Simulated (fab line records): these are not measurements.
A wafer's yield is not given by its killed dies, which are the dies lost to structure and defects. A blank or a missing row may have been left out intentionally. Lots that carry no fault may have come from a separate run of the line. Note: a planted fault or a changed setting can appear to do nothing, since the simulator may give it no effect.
Which of the tools did it? -- flow gf180mcu -- 13 lots, 39 wafers sampled, at 4 steps of a route of 602

WHAT EACH GAUGE READ, for each wafer
GF_CONTACT_CD_MEAS_14: target cd 220 nm. Usual: cd_nm 219.7 nm, standard deviation 1.4.
lot,measured,on,cd_nm (nm),flag
L252,day 15 23:12,cd_sem-01,220.2 218.7 218.2,
L253,day 16 09:25,cd_sem-01,220.0 220.6 220.8,
L254,day 16 19:31,cd_sem-02,220.0 220.9 219.7,
L255,day 17 07:30,cd_sem-02,219.9 218.9 218.2,
L256,day 17 16:20,cd_sem-01,218.4 220.8 220.0,
L257,day 17 22:43,cd_sem-01,218.2 221.1 219.5,
L258,day 18 06:07,cd_sem-01,220.3 219.7 219.9,
L259,day 18 16:19,cd_sem-01,219.8 219.1 216.9,
L269,day 22 08:59,cd_sem-02,222.0 220.3 221.9,
L271,day 22 23:13,cd_sem-02,220.6 219.0 220.8,
L273,day 23 16:15,cd_sem-01,218.1 219.8 219.9,
L274,day 23 20:50,cd_sem-01,218.1 217.6 218.4,
L275,day 24 05:21,cd_sem-02,220.5 221.0 218.5,

GF_M1_RS_MEAS_05: measures by four-point-probe. Usual: M1_ALCU_RS 0.0696 ohm/sq, standard deviation 0.00066.
lot,measured,on,M1_ALCU_RS (ohm/sq),flag
L252,day 16 00:49,film_metro-02,0.0694 0.0700 0.0691,
L253,day 16 11:03,film_metro-01,0.0701 0.0704 0.0703,
L254,day 16 21:01,film_metro-03,0.0687 0.0685 0.0681,
L255,day 17 09:01,film_metro-03,0.0700 0.0693 0.0698,
L256,day 17 18:01,film_metro-01,0.0702 0.0694 0.0706,
L257,day 18 00:20,film_metro-01,0.0691 0.0696 0.0694,
L258,day 18 07:40,film_metro-01,0.0701 0.0694 0.0694,
L259,day 18 17:50,film_metro-01,0.0688 0.0693 0.0690,
L269,day 22 10:32,film_metro-02,0.0697 0.0685 0.0691,
L271,day 23 00:44,film_metro-02,0.0693 0.0695 0.0688,
L273,day 23 17:46,film_metro-01,0.0696 0.0702 0.0701,
L274,day 23 22:36,film_metro-03,0.0696 0.0695 0.0694,
L275,day 24 06:58,film_metro-03,0.0709 0.0714 0.0709,

WHAT TOOL EACH LOT RAN ON (gives the tool, then ch and the chambers of the sampled wafers, and finally the start)
lot,GF_MVSD_STRIP_10,GF_SALICIDE_RTA_06
L252,"plasma_asher-04 ch 0,1, day 4 11:32","rtp_anneal-02 ch 0, day 15 01:21"
L253,"plasma_asher-01 ch 0,1, day 4 16:31","rtp_anneal-02 ch 0, day 15 10:50"
L254,"plasma_asher-04 ch 0,1, day 4 21:08","rtp_anneal-01 ch 0, day 15 20:05"
L255,"plasma_asher-04 ch 0,1, day 5 03:32","rtp_anneal-01 ch 0, day 16 08:08"
L256,"plasma_asher-02 ch 0,1, day 5 09:56","rtp_anneal-01 ch 0, day 16 16:32"
L257,"plasma_asher-04 ch 0,1, day 5 15:14","rtp_anneal-02 ch 0, day 16 23:18"
L258,"plasma_asher-04 ch 0,1, day 5 21:35","rtp_anneal-01 ch 0, day 17 05:59"
L259,"plasma_asher-04 ch 0,1, day 6 02:14","rtp_anneal-02 ch 0, day 17 15:20"
L269,"plasma_asher-02 ch 0,1, day 8 14:25","rtp_anneal-02 ch 0, day 21 08:31"
L271,"plasma_asher-01 ch 0,1, day 9 01:11","rtp_anneal-01 ch 0, day 21 22:56"
L273,"plasma_asher-02 ch 0,1, day 9 12:44","rtp_anneal-02 ch 0, day 22 16:17"
L274,"plasma_asher-02 ch 0,1, day 9 18:07","rtp_anneal-01 ch 0, day 22 21:19"
L275,"plasma_asher-01 ch 0,1, day 9 22:59","rtp_anneal-01 ch 0, day 23 06:56"
- GF_MVSD_STRIP_10: strips in O2/N2.
- GF_SALICIDE_RTA_06: time 30 s.

AS READ BY THE TOOLS THEMSELVES (means over the sampled wafers that have a number; for cases with no such wafer, the mark the record gives instead)
GF_MVSD_STRIP_10. Usual: drypump_motor_current_A 6.01 A, standard deviation 0.25; heater_power_w 360 W, standard deviation 28; o2_flow_sccm 3000 sccm, standard deviation 9.5; oes_product_au 0.722 a.u., standard deviation 0.0047; strip_time_to_endpoint_s 36.96 s, standard deviation 0.085.
lot,tool,drypump_motor_current_A (A),heater_power_w (W),o2_flow_sccm (sccm),oes_product_au (a.u.),strip_time_to_endpoint_s (s),flag
L252,plasma_asher-04,5.91,363,2993,0.722,36.99,
L253,plasma_asher-01,6.35,333,2988,0.716,36.92,
L254,plasma_asher-04,5.93,383,2995,0.723,36.93,
L255,plasma_asher-04,5.92,370,2996,0.722,36.97,
L256,plasma_asher-02,5.98,354,3007,0.721,36.82,
L257,plasma_asher-04,5.93,382,3000,0.743,37.00,OFF
L258,plasma_asher-04,5.93,380,2998,0.748,36.84,OFF
L259,plasma_asher-04,5.89,363,3001,0.776,36.85,OFF
L269,plasma_asher-02,6.04,364,3002,0.720,36.94,
L271,plasma_asher-01,6.05,347,2998,0.720,36.93,
L273,plasma_asher-02,6.05,365,3007,0.726,37.12,
L274,plasma_asher-02,5.98,364,3005,0.726,36.83,
L275,plasma_asher-01,6.34,330,3001,0.724,37.10,

GF_SALICIDE_RTA_06. Usual: lamp_power_pct 5.20 %, standard deviation 0.29; wafer_temp_C_max 532.1, standard deviation 0.43.
lot,tool,lamp_power_pct (%),wafer_temp_C_max,flag
L252,rtp_anneal-02,5.49,532.2,
L253,rtp_anneal-02,5.49,532.4,
L254,rtp_anneal-01,4.91,532.4,
L255,rtp_anneal-01,4.91,531.8,
L256,rtp_anneal-01,4.90,531.6,
L257,rtp_anneal-02,5.49,531.9,
L258,rtp_anneal-01,4.91,532.5,
L259,rtp_anneal-02,5.49,532.3,
L269,rtp_anneal-02,5.49,532.4,
L271,rtp_anneal-01,4.91,532.1,
L273,rtp_anneal-02,5.49,532.3,
L274,rtp_anneal-01,4.90,531.7,
L275,rtp_anneal-01,4.90,531.9,

THE ANSWER, worked out from the rows above alone
Rule: a lot is off if the mean of its wafers that have a number lies more than 3 standard deviations from the usual mean. Also off: a lot with no number at a reading for which 4 or more lots have one. Any other lot the step has rows for is counted as sound. First the gauges in route order, then the tools' own readings, where a lot's mean is used as printed above. The first step at which some lot is off is used, and at that step the reading that is off furthest; a lot without a number counts as furthest.
Off: L257, L258, L259 (GF_MVSD_STRIP_10, oes_product_au).
If a tool, at that step or one of the process steps before it, ran each lot that is off and ran no sound lot following the first of them, it fits. One fits: plasma_asher-04 at GF_MVSD_STRIP_10. A fault onset in the window from L255 (day 5 03:32, its last sound lot) to L257 (day 5 15:14, its first lot off) fits.
The tool's own readings at GF_MVSD_STRIP_10 bear it out: on the lots that are off they differ by more than 5 times the standard deviation of the sound lots' means. oes_product_au reads 0.756 a.u. there against 0.722 a.u. on the sound lots.

WHAT THE SIMULATOR HAD PUT IN
plasma_asher-04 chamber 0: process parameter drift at GF_MVSD_STRIP_10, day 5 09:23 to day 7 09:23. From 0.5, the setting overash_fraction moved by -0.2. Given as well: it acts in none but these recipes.
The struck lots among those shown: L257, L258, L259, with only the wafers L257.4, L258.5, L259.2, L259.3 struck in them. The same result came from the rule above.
